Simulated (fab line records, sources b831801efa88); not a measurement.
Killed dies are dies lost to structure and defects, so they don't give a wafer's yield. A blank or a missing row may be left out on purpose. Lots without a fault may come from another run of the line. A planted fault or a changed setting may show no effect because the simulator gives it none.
A struck lot beside a sound one | flow sky130 | 16 steps out of a route of 708
Sound: wafers L386.1, L386.2, L386.4. Struck: wafers L404.2, L404.3, L404.5. The cause comes at the end.
At each step with rows: each side's tool, then ch and its chambers, then its first start. Under that, the readings that differ: sound wafers | struck wafers | difference of the means | sigmas: that difference in standard deviations of wafers without a fault.
alike: readings whose means differ by less than 2 such deviations, and words and numbers that are the same on both sides. not compared: withheld readings, readings that some wafer has no value for, bounds like >300 that may hide the same value, and numbers for which the record gives no deviation and whose values overlap.
The two part at a step that has a row with sigmas, a row that says differs or no value, or rows on one side only. Numbers that don't overlap but have no deviation are shown without sigmas and don't part them. A reading that every wafer of one side lacks parts them only if that side has two wafers or more.

SKY_NWELL_RS_MEAS_29: measures by four-point-probe.
  sound on film_metro-01, day 5 20:23; struck on film_metro-01, day 10 10:52
  alike: NWELL_RS
SKY_NWELL_RS_MEAS_31: measures by four-point-probe.
  sound on film_metro-01, day 5 20:37; struck on film_metro-01, day 10 11:06
  alike: PWDE_RS
then, 7 steps without rows for these wafers: SKY_VT_ADJUST_HVTP_DEHYDRATE_00 (time 60 s); SKY_VT_ADJUST_HVTP_HMDS_01 (prime time 60 s); SKY_VT_ADJUST_HVTP_COAT_02 (resist thk 1140 nm); SKY_VT_ADJUST_HVTP_SOFTBAKE_03 (time 60 s); SKY_VT_ADJUST_HVTP_EXPOSE_04 (exposes mask HVTPM, target cd 380 nm); SKY_VT_ADJUST_HVTP_PEB_05; SKY_VT_ADJUST_HVTP_DEVELOP_06 (develop time 60 s).
SKY_VT_ADJUST_HVTP_CD_MEAS_07: target cd 380 nm.
  sound on cd_sem-02, day 6 15:31; struck on cd_sem-02, day 11 10:02
  alike: cd_nm
SKY_VT_ADJUST_HVTP_OVL_MEAS_08:
  sound on overlay-01, day 6 15:38; struck on overlay-02, day 11 10:08
  alike: VT_ADJUST_HVTP_OVL
SKY_VT_ADJUST_HVTP_IMPLANT_09:
  sound on implanter-03 ch 0, day 6 15:41; struck on implanter-03 ch 0, day 11 10:11
  alike: dose_ions_cm2, end_station_pressure_torr
SKY_VT_ADJUST_HVTP_STRIP_10: strips in O2/N2.
  sound on plasma_asher-02 ch 0,1, day 6 15:50; struck on plasma_asher-03 ch 0,1, day 11 10:19
  alike: drypump_motor_current_A, oes_product_au, strip_time_to_endpoint_s
  not compared: rf_hours_counter_h
SKY_VT_ADJUST_HVTP_TW_MEAS_11:
  sound on film_metro-03, day 6 15:56; struck on film_metro-03, day 11 10:26
  reading           | sound          | struck         | difference | sigmas
  VT_ADJUST_HVTP_TW | 1369 1362 1364 | 1289 1291 1287 | -76        | -4
then, 1 step without rows for these wafers: SKY_VT_ADJUST_LVTN_DEHYDRATE_00 (time 60 s).
-- the record jumps here: 39 days lie between the struck wafers' starts before and after (it left off in module VT_ADJUST_LVTN and takes up again in module PAD_OPEN, whose first step shown is number 708 of the route) --
SKY_PAD_OPEN_PROBE_99:
  sound on prober-01, day 46 14:02; struck on prober-01, day 50 07:20
  reading                                     | sound             | struck            | difference | sigmas
  model.etest.tip_p.rs_ohm_sq                 | 6862 6805 6811    | 6280 6305 6271    | -541       |
  model.etest.tip_p.rs_ohm_sq_range           | 123.5 90.17 198.2 | 684.6 744.3 705.6 | +574.2     |
  model.etest.tip_p.rs_ohm_sq_rim_less_centre | 73.77 58.5 1.575  | 177.7 291.8 242.8 | +192.8     |
  model.etest.pfet_01v8.r_on_ohm_um           | 2868 2874 2851    | 2670 2702 2746    | -158       |
  model.etest.pfet_01v8.drive_ua_um           | 194.9 198.4 198.3 | 224.4 218.9 218.2 | +23.3      |
  model.etest.pfet_01v8_mvt.drive_ua_um       | 155.4 156.5 156.6 | 184.3 180.5 182.2 | +26.2      |
  model.etest.pfet_01v8.drive_ua_um_range     | 7.083 7.63 8.101  | 36.21 38.92 35.69 | +29.34     |
  model.etest.pfet_01v8_hvt.drive_ua_um       | 143.8 147.4 145.5 | 161.5 158.4 158.2 | +13.8      |
  alike: killed_at_M0_to_M3, killed_at_M4_up, killed_at_contacts, killed_at_front_end, killed_at_other, killed_dies, killed_open, killed_short

WHERE THEY PART
Only at SKY_VT_ADJUST_HVTP_TW_MEAS_11, within this record. Later steps at which nothing parts them and some readings are alike: SKY_PAD_OPEN_PROBE_99.

WHY: what the simulator had put in
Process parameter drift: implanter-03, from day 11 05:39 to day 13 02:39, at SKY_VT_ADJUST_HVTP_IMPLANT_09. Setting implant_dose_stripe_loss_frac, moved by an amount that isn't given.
